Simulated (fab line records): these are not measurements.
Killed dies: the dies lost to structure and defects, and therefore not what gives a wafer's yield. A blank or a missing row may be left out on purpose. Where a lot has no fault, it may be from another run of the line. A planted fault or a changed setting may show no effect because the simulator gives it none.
A lot that was struck, set against a sound lot | flow gf180mcu | 14 steps out of a route of 602
Sound: the wafers L798.1, L798.3, L798.4. The struck wafers were L800.1, L800.5, L800.6. Last of all comes the cause.
For every step that has rows: the tool of each side, followed by ch and its chambers, followed by its first start. Under that, the readings that differ: sound wafers | struck wafers | difference of the means | sigmas: that difference in standard deviations of wafers without a fault.
alike: readings whose means differ by less than 2 such deviations, and words and numbers that are the same on both sides. not compared: withheld readings, readings that some wafer has no value for, bounds like >300 that may hide the same value, and numbers for which the record gives no deviation and whose values overlap.
The two part at a step that has a row with sigmas, a row that says differs or no value, or rows on one side only. Non-overlapping numbers with no deviation appear without sigmas and do not part them. A reading missing from all wafers of one side parts the sides only when that side holds two or more wafers.

first, 5 steps without rows for these wafers: GF_M5_COAT_02 (resist thk 1000 nm); GF_M5_SOFTBAKE_03 (time 60 s); GF_M5_EXPOSE_04 (exposes mask Metal5, target cd 280 nm); GF_M5_PEB_05 (peb time 90 s); GF_M5_DEVELOP_06 (develop time 60 s).
GF_M5_CD_MEAS_07: target cd 280 nm.
  sound: cdSem-01 at day 28 12:29; struck: cdSem-02 at day 29 02:14
  alike: cdNm
GF_M5_OVL_MEAS_08:
  sound: overlay-02 at day 28 12:37; struck: overlay-01 at day 29 02:22
  alike: M5_OVL
GF_M5_ETCH_09: etches Si3N4 in CF4/O2, target depth 52 nm, time 11.6 s.
  sound on rieDiel-03 ch 1,2,3, day 28 12:39; struck on rieDiel-01 ch 2,3, day 29 02:24
  alike: drypumpMotorCurrentA, oesProductAu, throttleValvePct
  not compared: rfHoursCounterH
GF_M5_METAL_ETCH_10: etches the open film in Cl2/BCl3, stops on SiO2, target depth 750.8 nm, time 125.1 s.
  sound on rieMetal-01 ch 0,1, day 28 12:40; struck on rieMetal-03 ch 0,1, day 29 02:25
  alike: drypumpMotorCurrentA, oesProductAu, throttleValvePct
  not compared: rfHoursCounterH
GF_M5_STRIP_11: strips in O2/N2.
  sound on plasmaAsher-03 ch 0,1, day 28 12:48; struck on plasmaAsher-03 ch 0,1, day 29 02:33
  alike: drypumpMotorCurrentA, heaterPowerW, oesProductAu, stripTimeToEndpointS
  not compared: rfHoursCounterH
then, 2 steps without rows for these wafers: GF_M5_STRIP_12 (strips in post etch residue remover, time 1200 s); GF_M5_CLEAN_13 (cleans in DIW).
GF_V5_CVD_00: deposits SiO2, target thk 300 nm, time 50 s.
  sound on hdpcvd-02 ch 0,1,2, day 28 13:22; struck on hdpcvd-02 ch 0,1,2, day 29 03:10
  no value came back on the struck wafers for pressureMtorr (mTorr), runLengthS (s); on the sound wafers pressureMtorr (mTorr) reads 6.004 6.003 6.011
GF_PASSIVATION_PROBE_99:
  sound wafers here have rows in the record (prober-02, day 31 02:33); struck ones have none

## WHERE THEY PART
At GF_V5_CVD_00 first; at GF_PASSIVATION_PROBE_99 last (within this record only).

WHY: what had been put in by the simulator
Whole step skipped at GF_V5_CVD_00 on hdpcvd-02, starting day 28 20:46. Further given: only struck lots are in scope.
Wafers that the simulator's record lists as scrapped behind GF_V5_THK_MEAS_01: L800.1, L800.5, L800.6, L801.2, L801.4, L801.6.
